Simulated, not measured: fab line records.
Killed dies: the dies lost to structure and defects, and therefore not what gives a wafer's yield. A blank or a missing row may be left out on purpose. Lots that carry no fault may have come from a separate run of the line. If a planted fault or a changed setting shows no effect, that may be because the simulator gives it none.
fab line records | flow sky130
record lots=13 | wafers=39 | lastDay=50
route steps=708 shown METAL3@533 CAPM@549 VIA3@595 METAL4@600 PAD_OPEN@708
lots that met no fault: from a run of the same line without faults
startH: hours from the record's opening day to when the first of the lot's shown wafers began | waitH: how many hours have passed since the lot's step before this one | " the same as in the row above | L1.1+2: several wafers, shown together as one row | - no value, or no start was given | * or withheld: withheld | < > ~ a bound
route shown NAME@n: names a module that has steps shown in the file, with the first one's number in the route | usual: mean and standard deviation over wafers with no fault | same: alike in all rows | chamber/n: place in a boat | sites: each site's reading | _std_site: the standard deviation of these | _edge_site: outer sites' mean less inner sites' | radiusMm: how far each site lies from the wafer's centre | mask NAME#n: copy n | behind: tool/chamber where the wafer was last shaped | hold: why the lot went on hold/how many hours it stayed there/how the hold came to an end | device: which transistor (n, p or np) failed to switch | end of line: tests run on the same wafers once the route is complete | a step given without rows: its recipe and nothing more | killed: dies that structure and defects cost at the first sort, which is not the same as the wafer's yield | map: a wafer's dies, marking killed ones x, the rest . and places with no die _
set.NAME: the setting as run; set.NAME@STEP: as run at that earlier step | model.NAME: the simulator's own value behind a step, which no gauge read
route steps across a sampled set of lots; one table per step, one row per wafer
services: from which hour (startH, from the record's first day; less than 0 if before it) a tool's chamber was out of use, for how many hours, and why
## steps
# step SKY_METAL3_SPUTTER_01
# recipe material=TiN | targetThkNm=20 | powerW=6500 | timeS=16.7 | chamberPressurePa=0.4
# usual chamberPressurePa=0.4000/0.00085 | throttleValvePct=29.9/1.1
lot.wafer | tool          | chamber | startH  | waitH | chamberPressurePa | throttleValvePct
L597.2    | pvdSputter-03 | -       | 846.58  | 0.0   | 0.3994            | 30.8
L597.3    | "             | -       | "       | "     | 0.3989            | 30.1
L597.6    | "             | -       | "       | "     | 0.3999            | 30.2
L598.2    | pvdSputter-04 | -       | 860.21  | 0.0   | 0.4000            | 30.2
L598.3    | "             | -       | "       | "     | 0.4001            | 30.3
L598.6    | "             | -       | "       | "     | 0.3995            | 30.8
L599.1    | pvdSputter-03 | -       | 864.27  | 0.0   | 0.4011            | 30.5
L599.5    | "             | -       | "       | "     | 0.3998            | 30.1
L599.6    | "             | -       | "       | "     | 0.3983            | 29.8
L600.2    | pvdSputter-01 | -       | 865.12  | 0.0   | 0.3999            | 30.8
L600.4    | "             | -       | "       | "     | 0.4005            | 29.1
L600.6    | "             | -       | "       | "     | 0.4001            | 29.4
L610.1    | pvdSputter-04 | -       | 944.95  | 0.0   | 0.4002            | 30.1
L610.2    | "             | -       | "       | "     | 0.3991            | 30.4
L610.3    | "             | -       | "       | "     | 0.4000            | 27.8
L611.3    | pvdSputter-03 | -       | 950.64  | 0.0   | 0.4003            | 30.5
L611.4    | "             | -       | "       | "     | 0.4004            | 30.0
L611.6    | "             | -       | "       | "     | 0.3994            | 30.1
L612.3    | pvdSputter-03 | -       | 959.52  | 0.0   | 0.4013            | 30.9
L612.4    | "             | -       | "       | "     | 0.4002            | 30.2
L612.5    | "             | -       | "       | "     | 0.4004            | 29.8
L614.1    | pvdSputter-03 | -       | 976.13  | 0.0   | 0.4012            | 30.1
L614.3    | "             | -       | "       | "     | 0.3996            | 30.8
L614.5    | "             | -       | "       | "     | 0.4008            | 30.0
L615.1    | pvdSputter-04 | -       | 979.33  | 0.0   | 0.4011            | 27.7
L615.3    | "             | -       | "       | "     | 0.4007            | 30.7
L615.5    | "             | -       | "       | "     | 0.3997            | 30.9
L616.3    | pvdSputter-04 | -       | 987.98  | 0.0   | 0.3992            | 30.2
L616.5    | "             | -       | "       | "     | 0.3986            | 29.8
L616.6    | "             | -       | "       | "     | 0.3989            | 30.8
L617.1    | pvdSputter-04 | -       | 995.63  | 0.0   | 0.3988            | 27.8
L617.2    | "             | -       | "       | "     | 0.4001            | 30.4
L617.3    | "             | -       | "       | "     | 0.4012            | 30.1
L618.3    | pvdSputter-03 | -       | 1000.15 | 0.0   | 0.4005            | 30.1
L618.4    | "             | -       | "       | "     | 0.3998            | 30.2
L618.5    | "             | -       | "       | "     | 0.4010            | 30.9
L620.1    | pvdSputter-01 | -       | 1024.14 | 0.0   | 0.3995            | 27.0
L620.2    | "             | -       | "       | "     | 0.4015            | 29.3
L620.4    | "             | -       | "       | "     | 0.3994            | 29.1
# step SKY_CAPM_OVL_MEAS_12
# usual CAPM_OVL=-0.8/1.6
lot.wafer | tool       | chamber | startH  | waitH | CAPM_OVL[nm]
L597.2    | overlay-01 | -       | 871.75  | 0.1   | -0.2
L597.3    | "          | -       | "       | "     | 0.9
L597.6    | "          | -       | "       | "     | 1.4
L598.2    | overlay-02 | -       | 885.44  | 0.1   | 1.1
L598.3    | "          | -       | "       | "     | -0.3
L598.6    | "          | -       | "       | "     | 0.6
L599.1    | overlay-01 | -       | 889.99  | 0.1   | 0.8
L599.5    | "          | -       | "       | "     | 1.1
L599.6    | "          | -       | "       | "     | 2.5
L600.2    | overlay-01 | -       | 891.01  | 0.1   | -1.0
L600.4    | "          | -       | "       | "     | 2.0
L600.6    | "          | -       | "       | "     | 0.8
L610.1    | overlay-02 | -       | 968.44  | 0.1   | -0.8
L610.2    | "          | -       | "       | "     | -0.3
L610.3    | "          | -       | "       | "     | 0.0
L611.3    | overlay-02 | -       | 974.15  | 0.1   | -5.5
L611.4    | "          | -       | "       | "     | -5.1
L611.6    | "          | -       | "       | "     | -3.8
L612.3    | overlay-02 | -       | 983.54  | 0.1   | -3.1
L612.4    | "          | -       | "       | "     | -2.0
L612.5    | "          | -       | "       | "     | -1.8
L614.1    | overlay-02 | -       | 999.09  | 0.1   | -1.2
L614.3    | "          | -       | "       | "     | -3.6
L614.5    | "          | -       | "       | "     | -2.2
L615.1    | overlay-02 | -       | 1002.14 | 0.1   | -1.3
L615.3    | "          | -       | "       | "     | -1.4
L615.5    | "          | -       | "       | "     | -1.4
L616.3    | overlay-01 | -       | 1011.16 | 0.1   | -2.5
L616.5    | "          | -       | "       | "     | -1.6
L616.6    | "          | -       | "       | "     | -0.9
L617.1    | overlay-01 | -       | 1018.64 | 0.1   | -2.7
L617.2    | "          | -       | "       | "     | -3.6
L617.3    | "          | -       | "       | "     | -1.8
L618.3    | overlay-02 | -       | 1024.01 | 0.1   | -4.3
L618.4    | "          | -       | "       | "     | -2.6
L618.5    | "          | -       | "       | "     | -2.2
L620.1    | overlay-02 | -       | 1046.34 | 0.1   | 0.2
L620.2    | "          | -       | "       | "     | 0.1
L620.4    | "          | -       | "       | "     | -0.7
# step SKY_VIA3_RS_MEAS_22
# recipe thkMeasGauge=four-point-probe | reads=W_of_VIA3_CVD_21+TiN_of_VIA3_SPUTTER_20
# usual VIA3_W_RS=0.292/0.0036
lot.wafer | tool         | chamber | startH  | waitH | VIA3_W_RS[ohm/sq]
L597.2    | filmMetro-02 | -       | 925.84  | 0.1   | 0.294
L597.3    | "            | -       | "       | "     | 0.288
L597.6    | "            | -       | "       | "     | 0.290
L598.2    | filmMetro-02 | -       | 937.57  | 0.1   | 0.298
L598.3    | "            | -       | "       | "     | 0.294
L598.6    | "            | -       | "       | "     | 0.295
L599.1    | filmMetro-02 | -       | 943.18  | 0.1   | 0.288
L599.5    | "            | -       | "       | "     | 0.289
L599.6    | "            | -       | "       | "     | 0.294
L600.2    | filmMetro-02 | -       | 944.64  | 0.1   | 0.289
L600.4    | "            | -       | "       | "     | 0.286
L600.6    | "            | -       | "       | "     | 0.288
L610.1    | filmMetro-01 | -       | 1019.10 | 0.1   | 0.292
L610.2    | "            | -       | "       | "     | 0.293
L610.3    | "            | -       | "       | "     | 0.294
L611.3    | filmMetro-04 | -       | 1024.36 | 0.1   | 0.295
L611.4    | "            | -       | "       | "     | 0.292
L611.6    | "            | -       | "       | "     | 0.293
L612.3    | filmMetro-02 | -       | 1031.75 | 0.1   | 0.289
L612.4    | "            | -       | "       | "     | 0.291
L612.5    | "            | -       | "       | "     | 0.290
L614.1    | filmMetro-02 | -       | 1047.07 | 0.1   | 0.295
L614.3    | "            | -       | "       | "     | 0.299
L614.5    | "            | -       | "       | "     | 0.298
L615.1    | filmMetro-04 | -       | 1051.62 | 0.1   | 0.293
L615.3    | "            | -       | "       | "     | 0.293
L615.5    | "            | -       | "       | "     | 0.294
L616.3    | filmMetro-02 | -       | 1059.08 | 0.2   | 0.287
L616.5    | "            | -       | "       | "     | 0.288
L616.6    | "            | -       | "       | "     | 0.288
L617.1    | filmMetro-02 | -       | 1066.52 | 0.1   | 0.292
L617.2    | "            | -       | "       | "     | 0.291
L617.3    | "            | -       | "       | "     | 0.291
L618.3    | filmMetro-01 | -       | 1071.01 | 0.1   | 0.288
L618.4    | "            | -       | "       | "     | 0.291
L618.5    | "            | -       | "       | "     | 0.290
L620.1    | filmMetro-01 | -       | 1091.36 | 0.1   | 0.289
L620.2    | "            | -       | "       | "     | 0.291
L620.4    | "            | -       | "       | "     | 0.293
# step SKY_METAL4_SPUTTER_02
# recipe material=AlCu | targetThkNm=735 | powerW=10600 | timeS=39.1 | chamberPressurePa=0.4
# usual chamberPressurePa=0.4000/0.00077 | throttleValvePct=29.8/1.2
lot.wafer | tool          | chamber | startH  | waitH | chamberPressurePa | throttleValvePct
L597.2    | pvdSputter-04 | -       | 926.35  | 0.0   | 0.3989            | 30.5
L597.3    | "             | -       | "       | "     | 0.4000            | 30.2
L597.6    | "             | -       | "       | "     | 0.3993            | 27.8
L598.2    | pvdSputter-04 | -       | 938.08  | 0.0   | 0.4007            | 30.4
L598.3    | "             | -       | "       | "     | 0.4006            | 27.5
L598.6    | "             | -       | "       | "     | 0.4004            | 29.8
L599.1    | pvdSputter-04 | -       | 943.71  | 0.0   | 0.4000            | 27.8
L599.5    | "             | -       | "       | "     | 0.3390            | 32.9
L599.6    | "             | -       | "       | "     | 0.4009            | 30.8
L600.2    | pvdSputter-02 | -       | 945.14  | 0.0   | 0.3995            | 30.8
L600.4    | "             | -       | "       | "     | 0.4007            | 30.9
L600.6    | "             | -       | "       | "     | 0.3981            | 30.5
L610.1    | pvdSputter-04 | -       | 1019.71 | 0.0   | 0.3983            | 30.2
L610.2    | "             | -       | "       | "     | 0.4002            | 29.9
L610.3    | "             | -       | "       | "     | 0.4003            | 30.9
L611.3    | pvdSputter-04 | -       | 1025.09 | 0.0   | 0.3999            | 30.3
L611.4    | "             | -       | "       | "     | 0.4010            | 30.1
L611.6    | "             | -       | "       | "     | 0.4009            | 30.4
L612.3    | pvdSputter-04 | -       | 1032.23 | 0.0   | 0.3990            | 30.7
L612.4    | "             | -       | "       | "     | 0.3996            | 30.4
L612.5    | "             | -       | "       | "     | 0.3996            | 27.9
L614.1    | pvdSputter-04 | -       | 1047.60 | 0.0   | 0.4005            | 27.7
L614.3    | "             | -       | "       | "     | 0.3998            | 30.8
L614.5    | "             | -       | "       | "     | 0.4002            | 31.1
L615.1    | pvdSputter-01 | -       | 1052.15 | 0.0   | 0.4010            | 30.6
L615.3    | "             | -       | "       | "     | 0.4003            | 29.7
L615.5    | "             | -       | "       | "     | 0.4009            | 31.0
L616.3    | pvdSputter-04 | -       | 1059.57 | 0.0   | 0.3987            | 30.2
L616.5    | "             | -       | "       | "     | 0.3994            | 30.2
L616.6    | "             | -       | "       | "     | 0.3991            | 27.8
L617.1    | pvdSputter-02 | -       | 1067.05 | 0.0   | 0.4009            | 30.6
L617.2    | "             | -       | "       | "     | 0.4012            | 30.1
L617.3    | "             | -       | "       | "     | 0.4001            | 31.2
L618.3    | pvdSputter-01 | -       | 1071.50 | 0.0   | 0.3981            | 27.0
L618.4    | "             | -       | "       | "     | 0.4015            | 29.0
L618.5    | "             | -       | "       | "     | 0.3991            | 30.8
L620.1    | pvdSputter-04 | -       | 1091.89 | 0.0   | 0.4011            | 30.6
L620.2    | "             | -       | "       | "     | 0.3995            | 30.5
L620.4    | "             | -       | "       | "     | 0.4001            | 27.9
# step SKY_PAD_OPEN_PROBE_99
# usual defectLimitedYield=82.1/1.9 | killed_at_M0_to_M3=45/6.8 | killed_at_M4_up=3.0/1.7 | killedAtContacts=25/5.7 | killedAtFrontEnd=15/4.6 | killedAtOther=0.3/0.66 | killedDies=88/9.5 | killedOpen=48/7.3 | killedShort=39/6.5 | sort_bin_3_pad_short=0.9/0.47 | sort_bin_5_function=10.6/1.5 | sort_bin_6_memory=6.4/1.2 | sortNPass=404/9.5 | sortYieldPct=82.1/1.9
# same grossDies=492 | killedAtBackSide=0 | sort_bin_4_leakage[%]=0 | sort_bin_8_speed[%]=0
lot.wafer | tool      | chamber | startH  | waitH | defectLimitedYield[%] | killed_at_M0_to_M3 | killed_at_M4_up | killedAtContacts | killedAtFrontEnd | killedAtOther | killedDies | killedOpen | killedShort | sort_bin_3_pad_short[%] | sort_bin_5_function[%] | sort_bin_6_memory[%] | sortNPass | sortYieldPct[%]
L612.3    | prober-01 | -       | 1158.60 | 0.2   | 82.9                  | 40                 | 8               | 21               | 15               | 0             | 84         | 40         | 44          | 0.2                     | 11.6                   | 5.3                  | 408       | 82.9
L612.4    | prober-01 | -       | 1158.65 | 0.2   | 84.6                  | 50                 | 2               | 16               | 8                | 0             | 76         | 37         | 39          | 1.2                     | 8.7                    | 5.5                  | 416       | 84.6
L612.5    | prober-01 | -       | 1158.70 | 0.2   | 81.5                  | 46                 | 4               | 27               | 13               | 1             | 91         | 45         | 46          | 0.8                     | 11.2                   | 6.5                  | 401       | 81.5
L615.1    | prober-02 | -       | 1174.81 | 0.1   | 83.9                  | 43                 | 2               | 24               | 10               | 0             | 79         | 39         | 38          | 0.4                     | 9.3                    | 6.3                  | 413       | 83.9
L615.3    | prober-02 | -       | 1174.91 | 0.2   | 79.9                  | 41                 | 5               | 32               | 21               | 0             | 99         | 51         | 47          | 1.0                     | 12.2                   | 6.9                  | 393       | 79.9
L615.5    | prober-02 | -       | 1175.01 | 0.2   | 80.3                  | 50                 | 4               | 27               | 16               | 0             | 97         | 49         | 48          | 1.0                     | 11.4                   | 7.3                  | 395       | 80.3
# killed by level:class
L612.3 VIA1:geometricParticle:open=10 VIA2:geometricParticle:open=9 CONTACT:geometricParticle:open=8 METAL4:geometricParticle:short=8 FIELD_ISO:geometricParticle:short=6 LOCAL_INTERCONNECT:geometricParticle:short=5 VIA1:geometricParticle:short=5 METAL2:geometricParticle:short=5
L612.4 VIA2:geometricParticle:open=8 VIA3:geometricParticle:open=7 METAL2:geometricParticle:short=6 METAL3:geometricParticle:short=6 VIA1:geometricParticle:short=6 VIA1:geometricParticle:open=6 FIELD_ISO:geometricParticle:short=5 CONTACT:geometricParticle:open=5
L612.5 CONTACT:geometricParticle:short=11 VIA1:geometricParticle:open=11 CONTACT:geometricParticle:open=9 VIA3:geometricParticle:open=7 METAL2:geometricParticle:short=6 METAL1:geometricParticle:short=5 VIA1:geometricParticle:short=5 FIELD_ISO:geometricParticle:short=4
L615.1 METAL1:geometricParticle:short=8 LI_CONTACT:geometricParticle:open=6 METAL2:geometricParticle:short=6 VIA3:geometricParticle:open=6 CONTACT:geometricParticle:open=5 VIA1:geometricParticle:short=5 CONTACT:geometricParticle:short=5 VIA1:geometricParticle:open=5
L615.3 LI_CONTACT:geometricParticle:open=13 CONTACT:geometricParticle:open=10 POLY_GATE:geometricParticle:open=7 METAL1:geometricParticle:short=7 VIA1:geometricParticle:short=7 FIELD_ISO:geometricParticle:short=6 VIA2:geometricParticle:open=4 LOCAL_INTERCONNECT:geometricParticle:short=4
L615.5 VIA1:geometricParticle:open=15 LI_CONTACT:geometricParticle:open=8 CONTACT:geometricParticle:open=8 METAL1:geometricParticle:short=6 POLY_GATE:geometricParticle:short=5 VIA1:geometricParticle:short=5 METAL2:geometricParticle:short=5 FIELD_ISO:geometricParticle:short=4
## services
tool          | chamber | startH  | hours | kind
pvdSputter-04 | -       | 826.34  | 2.9   | repair
pvdSputter-02 | -       | 835.46  | 11.5  | repair
pvdSputter-01 | -       | 851.15  | 2.5   | repair
pvdSputter-01 | -       | 1049.02 | 1.7   | repair
pvdSputter-01 | -       | 1062.95 | 0.6   | repair
## key
firstSign step=SKY_METAL4_SPUTTER_02 | reading=chamberPressurePa | direction=down | sigmas=80 | usual=0.4000 | struck=0.3390
effect none on later readings
metAt SKY_METAL4_SPUTTER_02
struckLots L599
struckWafers L599.5
notActingAt SKY_METAL3_SPUTTER_01,SKY_CAPM_OVL_MEAS_12,SKY_VIA3_RS_MEAS_22
onsetBetween 938.08 943.71
fault kind=processParameterDrift | tool=pvdSputter-04 | chamber=- | onsetH=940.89 | steps=SKY_METAL4_SPUTTER_02 | channel=chamberPressurePa | offset=-0.060617 | shape=step | endH=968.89 | actsIn=theseRecipesOnly | stated=0.4 | scope=struckWafersOnly
